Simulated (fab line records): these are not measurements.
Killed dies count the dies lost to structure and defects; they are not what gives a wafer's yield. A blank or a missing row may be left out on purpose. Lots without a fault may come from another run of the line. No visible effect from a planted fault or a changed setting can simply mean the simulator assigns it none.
fab line records | flow sky130
[record] lots = 5 wafers = 15 lastDay = 49
route steps=708 shown POLY_CUT@317 SD_P@320 RES_XHIGH@332 SD_N@342 PAD_OPEN@708
lots that met no fault: taken from a fault-free run of the same line
startH: the number of hours between the record's first day and the start of the first shown wafer of the lot | waitH: hours elapsed since this lot's preceding step | " as in the row above | L1.1+2: a single row standing in for several wafers | - value missing, or start not given | * or withheld: withheld | < > ~ a bound
route shown NAME@n: a module of which the file shows steps, and the number in the route of the first | usual: the fault-free wafers' mean and standard deviation | same: alike in all rows | chamber/n: place in a boat | sites: each site's reading | _std_site: their standard deviation | _edge_site: inner sites' mean taken away from outer sites' mean | radiusMm: for every site, how far away it sits from the centre of the wafer | mask NAME#n: copy n | behind: tool/chamber where the wafer was last shaped | hold: cause of the lot's hold/its duration in hours/its outcome | device: whichever transistor did not switch (one of n, p or np) | end of line: the same wafers' tests at the end of the route | step lacking rows: just its recipe | killed: dies lost to structure and defects at the first sort, not the wafer's yield | map: shows each die of a wafer: x if killed, . if not, _ if none is there
set.NAME: setting as actually run; set.NAME@STEP: the setting as run at that earlier step | model.NAME: the simulator's own value behind a step, which no gauge read
lots at selected steps of the route; one table per step, one row per wafer
services: a tool's chamber out of use, with start hour (startH, from the record's first day; less than 0 if before it), hours out, and reason
[[steps]]
[step SKY_POLY_CUT_ETCH_10]
[recipe] chemistry = N2/H2 target = BARC ionEnergyEv = 200 sourceW = 500 biasW = 100 pressureMtorr = 30 n2FlowSccm = 100 h2FlowSccm = 200 stopOn = SiO2 timeS = 45.9 targetDepthA = 600
[step SKY_POLY_CUT_ETCH_11]
[recipe] target = Si3N4 chemistry = CF4/CH2F2/Ar stopOn = poly-Si sourceW = 600 biasW = 150 pressureMtorr = 40 cf4FlowSccm = 40 ch2f2FlowSccm = 20 Ar_flow_sccm = 150 timeS = 42.5 targetDepthA = 600
[step SKY_POLY_CUT_STRIP_12]
[recipe] chemistry = O2/N2 powerW = 1400 pressureMtorr = 1500 platenTempC = withheld o2FlowSccm = 3000 n2FlowSccm = 300 overashFraction = 0.5
[step SKY_SD_P_DEHYDRATE_00]
[recipe] tempC = 200 timeS = 60
[step SKY_SD_P_HMDS_01]
[recipe] primeTimeS = 60 primeTempC = 120
[step SKY_SD_P_COAT_02]
[recipe] resist = NOVOLAK spinRpm = 3000 resistThkNm = 1140
[step SKY_SD_P_SOFTBAKE_03]
[recipe] tempC = 90 timeS = 60 resist = NOVOLAK
[step SKY_SD_P_EXPOSE_04]
[recipe] maskId = PSDM na = 0.6 sourceShape = conventional sigmaOuter = 0.6 polarization = unpolarized targetCdNm = 380 doseMj = 138
[step SKY_SD_P_PEB_05]
[recipe] tempC = withheld timeS = * resist = NOVOLAK
[step SKY_SD_P_DEVELOP_06]
[recipe] resist = NOVOLAK developer = TMAH developTimeS = 60 devTempC = 23
[step SKY_SD_P_IMPLANT_09]
[recipe] species = BF2 energyKev = 20 doseCm2 = 3e+15 tiltDeg = 0
[usual] beamOnS = 13.5/0.45 doseIonsCm2 = 2.999e+15/3.8e+12
// columns lot.wafer tool chamber startH waitH beamOnS doseIonsCm2
L705.2 implanter-02 0 599.32 0.1 13.5 2.993e+15
L705.3 " 0 " " 13.8 3.004e+15
L705.4 " 0 " " 14.0 3.003e+15
L715.1 implanter-03 0 677.86 0.0 13.1 2.996e+15
L715.4 " 0 " " 13.3 3.001e+15
L715.5 " 0 " " 12.9 3.003e+15
L720.2 implanter-03 0 730.42 0.0 13.7 2.996e+15
L720.3 " 0 " " 13.1 3.001e+15
L720.4 " 0 " " 13.4 3.003e+15
L720.2 implanter-03 0 730.74 0.3 12.9 3.001e+15
L720.3 " 0 " " 13.0 2.994e+15
L720.4 " 0 " " 12.9 2.994e+15
L721.3 implanter-02 0 730.57 0.1 13.3 2.993e+15
L721.5 " 0 " " 13.4 2.994e+15
L721.6 " 0 " " 13.2 2.997e+15
L721.3 implanter-02 0 730.89 0.3 14.1 3.001e+15
L721.5 " 0 " " 14.0 3.002e+15
L721.6 " 0 " " 13.4 3.001e+15
L723.2 implanter-04 0 739.74 0.0 13.7 2.997e+15
L723.3 " 0 " " 13.9 2.997e+15
L723.4 " 0 " " 13.8 2.996e+15
L723.2 implanter-04 0 740.05 0.3 13.7 2.996e+15
L723.3 " 0 " " 13.6 2.997e+15
L723.4 " 0 " " 13.8 2.998e+15
[step SKY_SD_P_STRIP_10]
[recipe] chemistry = O2/N2 powerW = 1400 pressureMtorr = 1500 platenTempC = withheld o2FlowSccm = 3000 n2FlowSccm = 300 overashFraction = 0.5
[usual] drypumpMotorCurrentA = 6.0/0.49 oesProductAu = 0.617/0.0042 stripTimeToEndpointS = 17.51/0.051
[same] overashFraction = 0.5
// columns lot.wafer tool chamber startH waitH drypumpMotorCurrentA oesProductAu rfHoursCounterH stripTimeToEndpointS
L705.2 plasmaAsher-02 1 599.44 0.1 5.8 0.610 16 17.52
L705.3 " 1 " " 5.8 0.620 - 17.52
L705.4 " 0 " " 6.8 0.613 - 17.51
L715.1 plasmaAsher-03 0 678.01 0.1 5.7 0.616 83 17.47
L715.4 " 1 " " 5.7 0.618 - 17.48
L715.5 " 0 " " 5.7 0.618 - 17.46
L720.2 plasmaAsher-02 1 730.87 0.1 5.8 0.590 30 18.89
L720.3 " 0 " " 6.9 0.591 - 18.89
L720.4 " 1 " " 5.8 0.590 - 18.91
L721.3 plasmaAsher-03 1 731.02 0.1 5.7 0.592 - 18.96
L721.5 " 1 " " 5.7 0.593 - 18.98
L721.6 " 0 " " 5.7 0.584 - 19.04
L723.2 plasmaAsher-02 1 740.18 0.1 5.8 0.584 31 19.00
L723.3 " 0 " " 6.8 0.592 - 18.97
L723.4 " 1 " " 5.8 0.587 - 18.98
[step SKY_SD_P_TW_MEAS_11]
[usual] SD_P_TW = 2815/21
// columns lot.wafer tool chamber startH waitH SD_P_TW
L705.2 filmMetro-01 - 599.55 0.1 2861
L705.3 " - " " 2852
L705.4 " - " " 2857
L715.1 filmMetro-03 - 678.11 0.1 2845
L715.4 " - " " 2833
L715.5 " - " " 2845
L720.2 filmMetro-02 - 730.98 0.1 3100
L720.3 " - " " 3121
L720.4 " - " " 3129
L720.2 filmMetro-02 - 731.20 0.2 3103
L720.3 " - " " 3098
L720.4 " - " " 3109
L721.3 filmMetro-02 - 731.11 0.1 3104
L721.5 " - " " 3081
L721.6 " - " " 3083
L721.3 filmMetro-02 - 731.33 0.2 3079
L721.5 " - " " 3094
L721.6 " - " " 3109
L723.2 filmMetro-02 - 740.29 0.1 3101
L723.3 " - " " 3115
L723.4 " - " " 3104
L723.2 filmMetro-02 - 740.51 0.2 3108
L723.3 " - " " 3117
L723.4 " - " " 3106
[step SKY_RES_XHIGH_DEHYDRATE_00]
[recipe] tempC = 200 timeS = 60
[step SKY_RES_XHIGH_HMDS_01]
[recipe] primeTimeS = 60 primeTempC = 120
[step SKY_RES_XHIGH_COAT_02]
[recipe] resist = NOVOLAK spinRpm = 3000 resistThkNm = 1140
[step SKY_RES_XHIGH_SOFTBAKE_03]
[recipe] tempC = 90 timeS = 60 resist = NOVOLAK
[step SKY_RES_XHIGH_EXPOSE_04]
[recipe] maskId = URPM na = 0.6 sourceShape = conventional sigmaOuter = 0.6 polarization = unpolarized targetCdNm = 1270 doseMj = 140
[step SKY_RES_XHIGH_PEB_05]
[recipe] tempC = withheld timeS = * resist = NOVOLAK
[step SKY_RES_XHIGH_DEVELOP_06]
[recipe] resist = NOVOLAK developer = TMAH developTimeS = 60 devTempC = 23
[step SKY_RES_XHIGH_IMPLANT_07]
[recipe] species = BF2 energyKev = 20 doseCm2 = 3.6e+14 tiltDeg = 0
[step SKY_RES_XHIGH_STRIP_08]
[recipe] chemistry = O2/N2 powerW = 1400 pressureMtorr = 1500 platenTempC = withheld o2FlowSccm = 3000 n2FlowSccm = 300 overashFraction = 0.5
[step SKY_SD_N_DEHYDRATE_00]
[recipe] tempC = 200 timeS = 60
[step SKY_SD_N_HMDS_01]
[recipe] primeTimeS = 60 primeTempC = 120
[step SKY_SD_N_COAT_02]
[recipe] resist = NOVOLAK spinRpm = 3000 resistThkNm = 1140
[step SKY_SD_N_SOFTBAKE_03]
[recipe] tempC = 90 timeS = 60 resist = NOVOLAK
[step SKY_SD_N_EXPOSE_04]
[recipe] maskId = NSDM na = 0.6 sourceShape = conventional sigmaOuter = 0.6 polarization = unpolarized targetCdNm = 380 doseMj = 141
[step SKY_SD_N_PEB_05]
[recipe] tempC = withheld timeS = * resist = NOVOLAK
[step SKY_SD_N_DEVELOP_06]
[recipe] resist = NOVOLAK developer = TMAH developTimeS = 60 devTempC = 23
[step SKY_SD_N_IMPLANT_09]
[recipe] species = As energyKev = 50 doseCm2 = 4e+15 tiltDeg = 0
[step SKY_SD_N_IMPLANT_10]
[recipe] species = P energyKev = 20 doseCm2 = 1e+14 tiltDeg = 0
[step SKY_SD_N_STRIP_11]
[recipe] chemistry = O2/N2 powerW = 1400 pressureMtorr = 1500 platenTempC = withheld o2FlowSccm = 3000 n2FlowSccm = 300 overashFraction = 0.5
[step SKY_SD_N_CLEAN_13]
[recipe] chemistry = SC1/SC2 mix = 1:4:20 tempC = 70 timeS = 150 dry = n2Spin
[step SKY_SD_N_RTA_14]
[recipe] tempC = 1075 timeS = 2 idleTempC = 650 rampUpCPerS = 150 rampDownCPerS = 90 ambient = N2
[step SKY_SD_N_RS_MEAS_17]
[recipe] thkMeasGauge = four-point-probe
[usual] SD_P_RS = 147.1/0.39
// columns lot.wafer tool chamber startH waitH SD_P_RS[ohm/sq]
L705.2 filmMetro-02 - 659.09 0.1 147.2
L705.3 " - " " 146.8
L705.4 " - " " 146.9
L715.1 filmMetro-03 - 735.42 0.1 147.5
L715.4 " - " " 147.3
L715.5 " - " " 147.5
L720.2 filmMetro-02 - 785.89 0.1 138.0
L720.3 " - " " 138.1
L720.4 " - " " 138.3
L720.2 filmMetro-02 - 786.18 0.3 137.9
L720.3 " - " " 137.9
L720.4 " - " " 138.4
L721.3 filmMetro-01 - 786.56 0.1 138.0
L721.5 " - " " 138.8
L721.6 " - " " 138.0
L721.3 filmMetro-01 - 786.98 0.4 137.9
L721.5 " - " " 138.8
L721.6 " - " " 138.0
L723.2 filmMetro-03 - 793.69 0.1 138.1
L723.3 " - " " 138.0
L723.4 " - " " 137.6
L723.2 filmMetro-03 - 793.98 0.3 138.2
L723.3 " - " " 138.1
L723.4 " - " " 137.9
[step SKY_PAD_OPEN_PROBE_99]
// columns lot.wafer tool chamber startH waitH model.etest.resHighPo.lineOhmUm model.etest.resPdiff.lineOhmUm model.etest.liconHighPo.rcOhm model.etest.pfetG5v0d10v5.rOnOhmUm model.etest.liconPdiff.rcOhm model.etest.pfet_01v8.rOnOhmUm model.etest.resHighPo.rsOhmSq model.etest.resPdiffHv.rsOhmSq
L705.2 prober-01 - 1085.84 0.1 755.1 1366 350 4748 556.8 2810 266 188.8
L705.3 prober-01 - 1085.89 0.2 718.8 1346 336.2 4808 570.7 2941 259.7 187.8
L705.4 prober-01 - 1085.94 0.2 738.3 1416 342.9 4792 569.8 2832 259.8 191.4
L715.1 prober-01 - 1142.35 0.1 733.6 1334 349.9 4759 562.3 3026 257 193.1
L715.4 prober-01 - 1142.50 0.2 732.5 1357 349.9 4832 583 3060 257.1 193.2
L715.5 prober-01 - 1142.55 0.2 734.6 1361 339.8 4663 560.6 2964 255.2 193.9
L720.2 prober-02 - 1180.29 0.1 547 1136 192.4 4647 458.5 2764 188.9 156.9
L720.3 prober-02 - 1180.34 0.2 523.2 1159 203.3 4693 498.6 2833 185.2 155.6
L720.4 prober-02 - 1180.39 0.2 540.2 1106 188.8 4612 454.7 2782 190.2 157.2
L721.3 prober-01 - 1180.46 0.2 508.5 1158 193.2 4657 470.1 2764 176 160.8
L721.5 prober-01 - 1180.56 0.2 516.3 1156 195.4 4647 478.7 2904 183.3 161.4
L723.2 prober-01 - 1182.34 0.1 516.5 1161 196 4686 485.4 2855 176.7 158.8
L723.3 prober-01 - 1182.39 0.2 521.6 1156 205.4 4539 466.8 2801 181 156.9
L723.4 prober-01 - 1182.44 0.2 524.8 1125 199.9 4590 473.9 2782 181.5 156.6
// killed by level:class
L705.2 VIA1:geometricParticle:open=13 FIELD_ISO:geometricParticle:short=7 VIA2:geometricParticle:open=6 POLY_GATE:geometricParticle:open=5 CONTACT:geometricParticle:open=5 CONTACT:geometricParticle:short=5 METAL2:geometricParticle:short=5 VIA3:geometricParticle:open=4
L705.3 CONTACT:geometricParticle:open=15 VIA3:geometricParticle:open=13 VIA1:geometricParticle:open=10 METAL1:geometricParticle:short=6 METAL2:geometricParticle:short=6 POLY_GATE:geometricParticle:open=5 LOCAL_INTERCONNECT:geometricParticle:short=5 LI_CONTACT:geometricParticle:open=5
L705.4 VIA2:geometricParticle:open=11 VIA3:geometricParticle:open=10 VIA1:geometricParticle:open=9 FIELD_ISO:geometricParticle:short=6 METAL2:geometricParticle:short=5 CONTACT:geometricParticle:open=5 LI_CONTACT:geometricParticle:open=4 FIELD_ISO:geometricParticle:open=3
L715.1 VIA1:geometricParticle:open=13 CONTACT:geometricParticle:open=12 VIA2:geometricParticle:open=10 METAL1:geometricParticle:short=5 VIA3:geometricParticle:open=5 LOCAL_INTERCONNECT:geometricParticle:short=4 CONTACT:geometricParticle:short=4 VIA1:geometricParticle:short=4
L715.4 CONTACT:geometricParticle:open=10 VIA1:geometricParticle:open=9 VIA2:geometricParticle:open=8 LI_CONTACT:geometricParticle:open=7 VIA3:geometricParticle:open=7 CONTACT:geometricParticle:short=5 FIELD_ISO:geometricParticle:short=4 POLY_GATE:geometricParticle:open=4
L715.5 CONTACT:geometricParticle:open=12 VIA3:geometricParticle:open=11 LI_CONTACT:geometricParticle:open=10 LOCAL_INTERCONNECT:geometricParticle:short=6 POLY_GATE:geometricParticle:short=5 VIA2:geometricParticle:open=5 VIA1:geometricParticle:short=4 VIA1:geometricParticle:open=3
L720.2 CONTACT:geometricParticle:open=12 VIA1:geometricParticle:open=12 CONTACT:geometricParticle:short=10 VIA1:geometricParticle:short=9 METAL1:geometricParticle:short=6 VIA2:geometricParticle:open=5 METAL3:geometricParticle:short=5 FIELD_ISO:geometricParticle:open=4
L720.3 CONTACT:geometricParticle:open=8 VIA2:geometricParticle:open=7 VIA1:geometricParticle:open=6 VIA3:geometricParticle:open=5 POLY_GATE:geometricParticle:short=4 CONTACT:geometricParticle:short=4 LI_CONTACT:geometricParticle:open=4 LOCAL_INTERCONNECT:geometricParticle:short=4
L720.4 CONTACT:geometricParticle:open=13 VIA3:geometricParticle:open=10 LI_CONTACT:geometricParticle:short=7 LI_CONTACT:geometricParticle:open=6 LOCAL_INTERCONNECT:geometricParticle:short=6 VIA1:geometricParticle:open=6 VIA2:geometricParticle:short=6 VIA2:geometricParticle:open=6
L723.2 METAL2:geometricParticle:short=7 METAL1:geometricParticle:short=7 VIA1:geometricParticle:open=7 CONTACT:geometricParticle:open=6 VIA3:geometricParticle:open=6 VIA2:geometricParticle:open=5 POLY_GATE:geometricParticle:short=5 LOCAL_INTERCONNECT:geometricParticle:short=5
L723.3 VIA1:geometricParticle:open=16 LI_CONTACT:geometricParticle:open=6 VIA2:geometricParticle:open=6 METAL4:geometricParticle:short=6 METAL2:geometricParticle:short=5 CONTACT:geometricParticle:open=5 METAL3:geometricParticle:short=5 POLY_GATE:geometricParticle:open=4
L723.4 LI_CONTACT:geometricParticle:open=8 VIA2:geometricParticle:open=7 METAL2:geometricParticle:short=6 VIA3:geometricParticle:open=6 POLY_GATE:geometricParticle:short=5 CONTACT:geometricParticle:open=5 VIA1:geometricParticle:open=5 FIELD_ISO:geometricParticle:open=3
[[services]]
// columns tool chamber startH hours kind
implanter-04 - 580.65 23.3 pm
implanter-02 - 591.40 1.3 repair
implanter-02 - 601.75 15.9 pm
implanter-04 - 620.14 3.5 repair
implanter-03 - 620.19 20.4 pm
plasmaAsher-03 - 620.85 22.9 repair
implanter-02 - 647.26 3.8 pm
implanter-04 - 651.36 3.8 repair
implanter-03 - 662.74 3.3 pm
implanter-04 - 673.70 2.5 repair
plasmaAsher-03 - 688.47 2.8 pm
implanter-03 - 698.04 1.4 repair
implanter-02 - 727.88 1.7 repair
[[key]]
[firstSign] step = SKY_SD_P_IMPLANT_09 reading = visit direction = added
[effect] step = SKY_SD_P_STRIP_10 reading = stripTimeToEndpointS direction = up sigmas = 28 usual = * struck = *
[effect] step = SKY_SD_P_TW_MEAS_11 reading = visit direction = added
[effect] step = SKY_SD_P_TW_MEAS_11 reading = SD_P_TW direction = up sigmas = 13 usual = 2815 struck = 3104
[effect] step = SKY_SD_N_RS_MEAS_17 reading = SD_P_RS direction = down sigmas = 23 usual = 147.1 struck = 138.1
[modelEffect] step = SKY_PAD_OPEN_PROBE_99 value = etest.resHighPo.lineOhmUm without = 746.9 struck = 524.8
metAt SKY_SD_P_IMPLANT_09
struckWafers L720.2,L720.3,L720.4,L721.3,L721.5,L721.6,L723.2,L723.3,L723.4
sortLeftOut L721.3,L721.5,L721.6
testerLeftOut L720,L721,L723
[fault] kind = repeatedStepWhole tool = implanter-02,implanter-03,implanter-04 chamber = - onsetH = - steps = SKY_SD_P_IMPLANT_09 times = 1 scope = struckLotsOnly
// testerLeftOut: of these lots the tester's yield and bins aren't shown, on N5 and GAA mostly nor the transistor test; their killed dies are dies lost to structure and defects alone, not to doping, threshold or leakage, so they don't give the yield
// sortLeftOut: the simulated sort isn't trusted on such a fault, so these wafers' sort isn't shown, and their yield isn't known
